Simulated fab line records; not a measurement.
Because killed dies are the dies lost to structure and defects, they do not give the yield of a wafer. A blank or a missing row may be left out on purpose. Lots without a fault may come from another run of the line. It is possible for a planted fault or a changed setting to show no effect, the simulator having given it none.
Which tool did it? | flow gf180mcu | Sampling: 14 lots, 42 wafers, 5 of 602 route steps

WHAT THE GAUGES SHOWED, per wafer
GF_POLY_GATE_CD_MEAS_18. Usual: cd_nm at 279.4 nm, with a standard deviation of 1.5.
lot  | measured     | on        | cd_nm (nm)        | flag
L352 | day 9 04:26  | cd_sem-02 | 278.3 279.5 277.7 |
L353 | day 9 10:51  | cd_sem-01 | 278.5 278.3 279.0 |
L354 | day 9 17:43  | cd_sem-01 | 280.4 280.5 280.9 |
L356 | day 10 10:05 | cd_sem-01 | 279.7 278.1 280.3 |
L358 | day 11 02:22 | cd_sem-01 | 277.2 279.6 280.9 |
L362 | day 12 10:31 | cd_sem-01 | 278.5 278.0 281.5 |
L363 | day 12 15:21 | cd_sem-02 | 279.7 277.5 279.6 |
L364 | day 13 00:07 | cd_sem-01 | 277.0 280.6 280.6 |
L365 | day 13 09:49 | cd_sem-02 | 278.8 280.0 279.6 |
L369 | day 14 10:53 | cd_sem-02 | 277.3 279.6 278.1 |
L370 | day 14 18:28 | cd_sem-01 | 277.1 280.0 278.2 |
L372 | day 15 04:56 | cd_sem-01 | 280.1 282.8 278.5 |
L374 | day 15 21:34 | cd_sem-02 | 278.0 278.0 279.1 |
L375 | day 16 04:34 | cd_sem-01 | 278.1 278.2 276.6 |

GF_HV_LDD_TW_MEAS_11. Usual: HV_LDD_TW typically reads 2416, with standard deviation 17.
lot  | measured     | on            | HV_LDD_TW      | flag
L352 | day 9 22:10  | film_metro-04 | 2434 2437 2426 |
L353 | day 10 04:28 | film_metro-01 | 2382 2397 2398 |
L354 | day 10 11:34 | film_metro-01 | 2385 2389 2382 |
L356 | day 11 04:34 | film_metro-03 | 2421 2421 2422 |
L358 | day 11 20:43 | film_metro-03 | 2422 2423 2435 |
L362 | day 13 06:49 | film_metro-01 | 2408 2389 2403 |
L363 | day 13 11:13 | film_metro-03 | 2405 2408 2412 |
L364 | day 13 20:30 | film_metro-01 | 2401 2382 2390 |
L365 | day 14 06:06 | film_metro-03 | 2408 2404 2419 |
L369 | day 15 08:25 | film_metro-04 | 2437 2424 2434 |
L370 | day 15 16:17 | film_metro-04 | 2442 2435 2433 |
L372 | day 16 02:56 | film_metro-04 | 2436 2443 2429 |
L374 | day 16 20:28 | film_metro-01 | 2395 2408 2396 |
L375 | day 17 03:28 | film_metro-04 | 2416 2408 2413 |

GF_HV_LDD_TW_MEAS_50. Usual: HV_LDD_4_TW typically reads 570, with standard deviation 3.9.
lot  | measured     | on            | HV_LDD_4_TW | flag
L352 | day 12 07:01 | film_metro-01 | 566 563 566 |
L353 | day 12 13:16 | film_metro-01 | 563 566 564 |
L354 | day 12 19:55 | film_metro-03 | 571 574 573 |
L356 | day 13 15:14 | film_metro-04 | 573 573 572 |
L358 | day 14 09:12 | film_metro-04 | 571 570 573 |
L362 | day 15 22:58 | film_metro-03 | 570 574 573 |
L363 | day 16 04:10 | film_metro-03 | 575 575 571 |
L364 | day 16 14:04 | film_metro-04 | 576 573 571 |
L365 | day 16 23:40 | film_metro-03 | 574 573 574 |
L369 | day 18 05:40 | film_metro-01 | 562 564 559 |
L370 | day 18 13:42 | film_metro-01 | 561 561 563 |
L372 | day 19 00:08 | film_metro-03 | 534 533 533 | OFF
L374 | day 19 19:10 | film_metro-01 | 531 530 529 | OFF
L375 | day 20 02:13 | film_metro-01 | 565 569 566 |

GF_HV_LDD_RS_MEAS_53: the measuring method here is four-point-probe. Usual: HV_LDD_RS typically reads 418.1 ohm/sq, with standard deviation 1.1.
lot  | measured     | on            | HV_LDD_RS (ohm/sq) | flag
L352 | day 12 07:11 | film_metro-04 | 416.6 416.6 417.2  |
L353 | day 12 13:28 | film_metro-03 | 416.8 417.9 418.1  |
L354 | day 12 20:05 | film_metro-01 | 417.7 418.0 418.0  |
L356 | day 13 15:25 | film_metro-01 | 416.9 417.1 418.3  |
L358 | day 14 09:23 | film_metro-01 | 417.7 417.1 417.1  |
L362 | day 15 23:08 | film_metro-01 | 417.7 419.3 417.2  |
L363 | day 16 04:20 | film_metro-01 | 418.8 417.9 418.0  |
L364 | day 16 14:18 | film_metro-03 | 421.1 419.9 421.1  |
L365 | day 16 23:50 | film_metro-01 | 418.0 417.8 417.5  |
L369 | day 18 05:50 | film_metro-04 | 418.7 418.9 418.6  |
L370 | day 18 13:58 | film_metro-03 | 417.1 417.6 416.8  |
L372 | day 19 00:19 | film_metro-03 | 418.3 418.1 417.9  |
L374 | day 19 19:22 | film_metro-04 | 417.9 418.0 417.5  |
L375 | day 20 02:26 | film_metro-04 | 417.6 418.2 418.5  |

EACH LOT AND THE TOOL THAT RAN IT (in order: tool; ch and the chambers of the sampled wafers; start)
lot  | GF_HV_LDD_IMPLANT_48
L352 | implanter-01 ch 0, day 12 06:46
L353 | implanter-04 ch 0, day 12 13:02
L354 | implanter-01 ch 0, day 12 19:40
L356 | implanter-03 ch 0, day 13 15:01
L358 | implanter-03 ch 0, day 14 08:57
L362 | implanter-03 ch 0, day 15 22:43
L363 | implanter-04 ch 0, day 16 03:55
L364 | implanter-04 ch 0, day 16 13:49
L365 | implanter-01 ch 0, day 16 23:25
L369 | implanter-01 ch 0, day 18 05:25
L370 | implanter-03 ch 0, day 18 13:29
L372 | implanter-01 ch 0, day 18 23:55
L374 | implanter-01 ch 0, day 19 18:56
L375 | implanter-03 ch 0, day 20 01:58
- GF_HV_LDD_IMPLANT_48

WHAT THE TOOLS THEMSELVES READ (means of the sampled wafers that have a number; where no wafer has one, the mark that the record gives instead)
GF_HV_LDD_IMPLANT_48. Usual: beam_on_s 10.02 s, standard deviation 0.2; dose_ions_cm2 2.999e+13, standard deviation 3.2e+10; faraday_current_uA 169, standard deviation 3.4.
lot  | tool         | beam_on_s (s) | dose_ions_cm2 | faraday_current_uA | flag
L352 | implanter-01 | 10.17         | 2.997e+13     | 166                |
L353 | implanter-04 | 10.07         | 3.002e+13     | 168                |
L354 | implanter-01 | 9.96          | 3.002e+13     | 170                |
L356 | implanter-03 | 9.88          | 3.001e+13     | 171                |
L358 | implanter-03 | 9.81          | 2.999e+13     | 172                |
L362 | implanter-03 | 10.00         | 2.999e+13     | 169                |
L363 | implanter-04 | 10.11         | 3.000e+13     | 167                |
L364 | implanter-04 | 10.07         | 2.995e+13     | 168                |
L365 | implanter-01 | 9.95          | 2.999e+13     | 170                |
L369 | implanter-01 | 10.01         | 2.997e+13     | 169                |
L370 | implanter-03 | 9.94          | 2.999e+13     | 170                |
L372 | implanter-01 | 7.95          | 3.002e+13     | 213                | OFF
L374 | implanter-01 | 7.90          | 2.998e+13     | 214                | OFF
L375 | implanter-03 | 10.05         | 3.000e+13     | 168                |

THE ANSWER, worked out from the rows above alone
Rule: lot off if the mean of its wafers having a number is beyond 3 standard deviations from the usual mean. A lot without any number at a reading at which 4 lots or more have one is off too. All remaining lots with rows at the step are treated as sound. First the gauges in route order, then the tools' own readings, where a lot's mean is used as printed above. The first step at which some lot is off is used, and at that step the reading that is off furthest; a lot without a number counts as furthest.
Off: at GF_HV_LDD_TW_MEAS_50 (HV_LDD_4_TW), L372, L374.
A tool fits if, at a process step before that reading, it ran every lot that is off, and no sound lot after the first of them. The gauges at GF_HV_LDD_TW_MEAS_50 aren't tried: what is off there is off at GF_HV_LDD_IMPLANT_48 too, on other tools, and a gauge's error can't cause that. One fits: implanter-01 at GF_HV_LDD_IMPLANT_48. Its last sound lot is L369 (day 18 05:25), its first lot that is off L372 (day 18 23:55): a fault that began between those two fits.
The tool's own readings at GF_HV_LDD_IMPLANT_48 bear it out: on the lots that are off they differ by more than 5 times the standard deviation of the sound lots' means. beam_on_s reads 7.93 s there against 10.00 s on the sound lots; faraday_current_uA reads 214 there against 169 on the sound lots.

WHAT WAS PUT IN BY THE SIMULATOR
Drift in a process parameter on implanter-01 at GF_HV_LDD_IMPLANT_48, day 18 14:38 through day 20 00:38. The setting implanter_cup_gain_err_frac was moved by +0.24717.
Lots struck among those shown: L372, L374. This agrees with what the rule above found.
